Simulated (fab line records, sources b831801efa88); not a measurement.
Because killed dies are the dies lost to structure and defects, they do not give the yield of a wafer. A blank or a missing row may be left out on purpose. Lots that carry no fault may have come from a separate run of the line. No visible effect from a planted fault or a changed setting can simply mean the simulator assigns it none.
Problem report, 8D (eight disciplines) form, completed by code -- flow sfq_line -- the parts of the form that need people (team, actions taken, sign-off) are left out

## 1. PROBLEM STATEMENT
head_pressure_psi at SFQ_TRILAYER_I2_CMP_CMP_064 reads a mean of 2.799 psi on 3 wafers of 2 lots; wafers without a fault read 3.000 psi with a standard deviation of 0.0059. That puts it -34 standard deviations away from the usual mean.
The step: polishes SiO2.
First seen on wafer L524.4, day 40 17:17, on cmp-01. At this step, 42 wafers from 14 lots have a number in the record. The rule behind "out" and "out of limits": a value lying over 4 standard deviations away from the usual mean. The rest of the wafers with a number are treated as sound.

## 2. WHAT IT IS; WHAT IT IS NOT
question,is,is not
which readings at this step,head_pressure_psi,motor_current_A
which lots,"L524, L526","L507, L510, L511, L512, L513, L514, L515, L517, L518, L519, L525, L530"
which wafers of those lots,"L524.4, L524.5, L526.3","L524.1, L526.1, L526.4"
read on which tools,cmp-01,cmp-02
when,from day 40 17:17,"up to then (31 sound wafers); but 8 sound wafers of L525, L526, L530 came after"

## 3. THE SUSPECTS, EACH WITH WHAT RULES IT OUT
Counting: a tool at a process step up to the reading stays a suspect if it ran every lot that is out. Sound lots after the first of them don't rule it out here, since some wafers of a struck lot are sound.
- cmp-01 at SFQ_TRILAYER_I2_CMP_CMP_064 (polishes SiO2): kept. Ran every lot that is out, first one L524 (day 40 17:17); last sound lot up to then L518 (day 37 10:10). On those wafers its own readings are out: head_pressure_psi.
- At SFQ_TRILAYER_I2_CMP_CMP_064, inside cmp-01: chamber 1 took the wafers that are out, while their sound lot-mates went through chambers 0, 2, 3.
Left after counting: cmp-01 at SFQ_TRILAYER_I2_CMP_CMP_064.

## 4. THE CAUSE (what the simulator had put in)
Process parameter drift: cmp-01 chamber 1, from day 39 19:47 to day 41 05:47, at SFQ_TRILAYER_I2_CMP_CMP_064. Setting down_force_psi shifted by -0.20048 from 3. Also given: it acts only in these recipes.
After counting, this tool was the only one left.

## 5. THE CHAIN OF EFFECTS, in route order
Each row: a reading whose mean over the struck wafers that have a number lies more than 3 standard deviations from the usual. Only readings for which the record gives a usual standard deviation are gone through. hours: the time from each lot's start at the first step in this table that gives one to its start at this step, as a median over the lots. sigmas: the change in usual standard deviations.
hours,step,reading,usual,on struck wafers,change,sigmas
0,SFQ_TRILAYER_I2_CMP_CMP_064,head_pressure_psi,3.000 psi,2.799,-0.201,-34
The process steps in it:
- SFQ_TRILAYER_I2_CMP_CMP_064: polishes SiO2.

## 6. HOW IT WOULD HAVE BEEN CAUGHT EARLIER
In this record no reading fell out of limits until day 40 17:17, 22 hours after the fault had begun at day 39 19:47.
